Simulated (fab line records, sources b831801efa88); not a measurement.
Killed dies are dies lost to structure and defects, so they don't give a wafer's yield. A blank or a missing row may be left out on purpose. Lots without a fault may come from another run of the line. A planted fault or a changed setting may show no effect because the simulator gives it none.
fab line records | flow sfq_line
record lots=6 wafers=16 last_day=83
route steps=325 shown M2@102 I2@103
lots that met no fault: from a run of the same line without faults
start_h: hours from the record's first day to the start of the lot's first wafer shown | wait_h: hours since the lot's step before | " the same as in the row above | L1.1+2: a row that stands for several wafers | - no value, or no start given | * or withheld: withheld | < > ~ a bound
route shown NAME@n: a module of which the file shows steps, and the number in the route of the first | usual: mean/standard deviation of fault-free wafers | same: alike in all rows | chamber/n: place in a boat | sites: the reading at each site | _std_site: their standard deviation | _edge_site: outer sites' mean less inner sites' | radius_mm: how far each site lies from the wafer's centre | mask NAME#n: copy n | behind: the tool/chamber that last shaped the wafer | hold: why the lot was held/for how many hours/how that ended | device: the transistor (n, p or np) that didn't switch | end of line: the same wafers' tests at the end of the route | a step without rows: its recipe alone | killed: dies lost to structure and defects at the first sort, not the wafer's yield | map: a wafer's dies, x killed, . not, _ none there
set.NAME: the setting as run; set.NAME@STEP: as run at that earlier step | model.NAME: the simulator's own value behind a step, which no gauge read
lots at some steps of the route; a table a step, a row a wafer
services: from which hour (start_h, from the record's first day; less than 0 if before it) a tool's chamber was out of use, for how many hours, and why
## steps
# step SFQ_TRILAYER_M2_STRIP_SOLV_CLEAN_062
# recipe chemistry=NMP temp_c=70 time_s=600
# step SFQ_TRILAYER_I2_DEP_PECVD_063
# recipe material=SiO2 temp_c=150 time_s=111.11 pressure_torr=2.4 rf_w=183.3 precursor=SiH4/N2O target_thk_nm=500
# usual heater_power_w=79/8 throttle_valve_pct=24.5/1.4
# columns lot.wafer tool chamber start_h wait_h heater_power_w since_wet_clean_h throttle_valve_pct
L554.1 pecvd-02 2 471.87 0.0 88 264 22.4
L554.2 " 0 " " 92 264 24.6
L554.6 " 1 " " 80 - 22.7
L562.1 pecvd-01 2 554.41 0.0 77 1469 25.4
L562.2 " 0 " " 74 1469 26.1
L562.6 " 0 " " 76 - 25.9
L563.1 pecvd-02 0 566.41 0.0 86 358 24.7
L563.4 " 0 " " 87 - 24.9
L563.6 " 1 " " 76 - 22.9
L573.1 pecvd-01 1 646.79 0.0 82 69 23.5
L573.6 " 0 " " 75 - 22.8
L574.3 pecvd-03 1 794.76 0.0 82 1340 24.8
L574.4 " 0 " " 73 - 26.0
L575.2 pecvd-02 2 804.22 0.0 78 596 23.4
L575.4 " 1 " " 84 - 23.4
L575.6 " 2 " " 81 - 23.1
# step SFQ_TRILAYER_I2_CMP_CMP_064
# recipe material=SiO2 down_force_psi=3 platen_rpm=60 pad_velocity_m_s=0.94248
# usual motor_current_A=9.6/0.74 time_to_endpoint_s=214/7
# columns lot.wafer tool chamber start_h wait_h motor_current_A time_to_endpoint_s
L554.1 cmp-01 2 473.47 1.6 9.4 205
L554.2 " 0 474.47 2.6 8.8 212
L554.6 " 3 475.97 4.0 10.7 212
L562.2 cmp-02 3 562.00 7.5 8.7 208
L562.1 " 0 " " 9.2 210
L562.6 " 2 563.50 9.0 8.8 209
L563.1 cmp-01 3 580.90 14.5 10.8 218
L563.4 " 1 581.90 15.4 9.8 213
L563.6 " 0 583.40 16.9 8.5 204
L573.1 cmp-01 2 661.90 15.1 10.0 219
L573.6 " 3 664.40 17.5 10.4 232
L574.4 cmp-01 1 795.84 1.0 10.0 221
L574.3 " 2 " " 9.4 227
L575.2 cmp-01 1 807.91 3.7 9.6 206
L575.4 " 2 " " 10.3 217
L575.6 " 1 809.91 5.6 9.3 219
# step SFQ_I2_BOW_MEAS_917
# recipe mode=bow
# usual I2_BOW=2/7.8
# columns lot.wafer tool chamber start_h wait_h I2_BOW[um]
L554.1 film_metro-01 - 476.47 2.5 5
L554.2 " - " " 5
L554.6 " - " " 10
L562.1 film_metro-01 - 564.00 1.0 7
L562.2 " - " " 1
L562.6 " - " " 10
L563.1 film_metro-03 - 583.90 2.5 5
L563.4 " - " " -4
L563.6 " - " " 3
L573.1 film_metro-04 - 664.90 2.5 -4
L573.6 " - " " -7
L574.3 film_metro-01 - 797.88 1.0 9
L574.4 " - " " 0
L575.2 film_metro-01 - 810.93 2.5 -12
L575.4 " - " " -3
L575.6 " - " " 1
# step SFQ_TRILAYER_I2_METRO_MEASURE_065
# usual thk_nm=200.3/0.93
# columns lot.wafer tool chamber start_h wait_h thk_nm
L554.1 film_metro-01 - 476.59 0.1 200.7
L554.2 " - " " 200.7
L554.6 " - " " 200.4
L562.1 film_metro-01 - 564.12 0.1 200.0
L562.2 " - " " 199.9
L562.6 " - " " 199.3
L563.1 film_metro-03 - 584.02 0.1 200.2
L563.4 " - " " 200.6
L563.6 " - " " 199.7
L573.1 film_metro-04 - 665.02 0.1 200.0
L573.6 " - 666.02 1.0 200.0
L574.3 film_metro-01 - 798.36 0.5 200.0
L574.4 " - " " 200.4
L575.2 film_metro-01 - 811.23 0.3 199.5
L575.4 " - " " 199.9
L575.6 " - " " 199.2
# step SFQ_TRILAYER_I2_VIA_LITHO_COAT_072
# recipe resist=BARC spin_rpm=3000 resist_thk_nm=62
# step SFQ_TRILAYER_I2_VIA_LITHO_COAT_067
# recipe resist=KrF spin_rpm=3000 resist_thk_nm=650
# step SFQ_TRILAYER_I2_VIA_LITHO_SOFTBAKE_071
# recipe temp_c=withheld time_s=withheld resist=KrF
# step SFQ_TRILAYER_I2_VIA_LITHO_EXPOSE_068
# recipe mask_id=I2 na=0.6 source_shape=conventional sigma_outer=0.65 target_cd_nm=500 dose_mj=21.3
# step SFQ_TRILAYER_I2_VIA_LITHO_PEB_070
# recipe peb_temp_c=113.9 peb_time_s=60 resist=KrF
# step SFQ_TRILAYER_I2_VIA_LITHO_DEVELOP_069
# recipe time_s=60 resist=KrF
# step SFQ_I2_OVL_MEAS_918
# usual I2_OVL=1/5.1
# columns lot.wafer tool chamber start_h wait_h I2_OVL[nm]
L554.1 overlay-01 - 631.60 0.1 -8
L554.2 " - " " -8
L554.6 " - " " -5
L562.1 overlay-01 - 717.47 0.1 -1
L562.2 " - " " -1
L562.6 " - " " -5
L563.1 overlay-02 - 734.27 0.1 6
L563.4 " - " " 10
L563.6 " - " " 6
L573.1 overlay-01 - 810.42 0.1 7
L573.6 " - " " 2
L574.3 overlay-02 - 814.61 0.1 -6
L574.4 " - " " 1
L575.2 overlay-02 - 815.80 0.1 1
L575.4 " - " " 0
L575.6 " - " " -3
# step SFQ_TRILAYER_I2_VIA_BARC_OPEN_VIA_ETCH_096
# recipe mask_material=PR chemistry=O2 target_depth_nm=125 target=BARC source_w=500 bias_w=80 pressure_mtorr=30 time_s=41.7
# usual drypump_motor_current_A=5.9/0.31 oes_product_au=0.685/0.0048 run_length_s=70.1/0.4
# columns lot.wafer tool chamber start_h wait_h drypump_motor_current_A oes_product_au rf_hours_counter_h run_length_s
L554.1 rie_diel-04 3 631.63 0.0 5.9 0.682 12 69.8
L554.2 " 0 " " 5.5 0.688 58 69.8
L554.6 " 0 " " 5.5 0.678 - 69.7
L562.1 rie_diel-03 2 717.51 0.0 6.2 0.686 7 70.5
L562.2 " 1 " " 5.6 0.680 16 69.9
L562.6 " 2 " " 6.2 0.686 - 70.3
L563.1 rie_diel-03 2 734.31 0.0 6.3 0.686 7 70.5
L563.4 " 2 " " 6.2 0.682 - 70.6
L563.6 " 3 " " 6.1 0.688 - 70.9
L573.1 rie_diel-03 2 810.46 0.0 6.2 0.674 8 72.0
L573.6 " 1 " " 5.6 0.677 - 71.8
L574.3 rie_diel-03 3 814.63 0.0 6.1 0.677 2 71.9
L574.4 " 2 " " 6.3 0.670 8 72.3
L575.2 rie_diel-04 2 815.83 0.0 6.0 0.685 13 70.1
L575.4 " 2 " " 6.0 0.691 - 70.1
L575.6 " 0 " " 5.5 0.686 - 70.0
# step SFQ_TRILAYER_I2_VIA_ETCH_VIA_ETCH_070
# recipe target=SiO2 stop_on=Nb mask_material=PR taper_deg=20 chemistry=CHF3 target_depth_nm=260 source_w=500 bias_w=80 pressure_mtorr=30 time_s=withheld
# usual drypump_motor_current_A=5.9/0.31 oes_product_au=0.856/0.005
# columns lot.wafer tool chamber start_h wait_h drypump_motor_current_A oes_product_au
L554.1 rie_diel-04 3 631.67 0.0 5.9 0.851
L554.2 " 0 " " 5.5 0.855
L554.6 " 0 " " 5.5 0.860
L562.1 rie_diel-03 2 717.55 0.0 6.3 0.866
L562.2 " 1 " " 5.6 0.863
L562.6 " 2 " " 6.2 0.853
L563.1 rie_diel-03 2 734.35 0.0 6.2 0.861
L563.4 " 2 " " 6.2 0.859
L563.6 " 3 " " 6.1 0.856
L573.1 rie_diel-03 2 810.50 0.0 6.2 0.860
L573.6 " 1 " " 5.6 0.852
L574.3 rie_diel-03 3 814.67 0.0 6.1 0.853
L574.4 " 2 " " 6.2 0.852
L575.2 rie_diel-04 2 815.87 0.0 6.0 0.855
L575.4 " 2 " " 6.0 0.860
L575.6 " 0 " " 5.5 0.860
## services
# columns tool chamber start_h hours kind
cmp-01 - 471.37 0.4 repair
rie_diel-04 1 477.25 5.6 repair
pecvd-02 - 485.83 2.6 repair
rie_diel-04 3 498.07 8.2 repair
film_metro-01 - 514.21 0.8 pm
pecvd-01 2 516.08 10.4 repair
pecvd-01 - 563.75 14.0 pm
cmp-01 - 563.92 5.0 pm
film_metro-01 - 588.22 0.6 pm
rie_diel-03 1 590.98 8.8 repair
rie_diel-04 2 628.88 43.9 repair
film_metro-01 - 678.22 0.7 pm
cmp-01 - 699.54 2.0 repair
cmp-01 - 710.25 1.9 repair
rie_diel-04 2 716.59 31.3 repair
pecvd-02 0 724.06 31.8 repair
cmp-01 - 737.98 0.4 repair
film_metro-01 - 739.35 17.0 repair
cmp-01 - 749.93 4.0 pm
film_metro-01 - 759.21 0.2 pm
rie_diel-03 - 774.59 0.4 repair
rie_diel-04 0 793.62 4.8 repair
rie_diel-03 0 796.99 2.9 repair
rie_diel-04 1 811.91 8.8 repair
## key
first_sign step=SFQ_TRILAYER_I2_VIA_BARC_OPEN_VIA_ETCH_096 reading=run_length_s direction=up sigmas=4.7 usual=* struck=*
effect step=SFQ_TRILAYER_I2_VIA_BARC_OPEN_VIA_ETCH_096 reading=oes_product_au direction=down sigmas=2.2 usual=0.685 struck=0.675
met_at SFQ_TRILAYER_I2_VIA_BARC_OPEN_VIA_ETCH_096
struck_wafers L573.1,L573.6,L574.3,L574.4
onset_between 734.31 810.46
fault kind=process_parameter_drift tool=rie_diel-03 chamber=- onset_h=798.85 steps=SFQ_TRILAYER_I2_VIA_BARC_OPEN_VIA_ETCH_096 channel=time_s offset=* shape=step end_h=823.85 acts_in=* stated=*
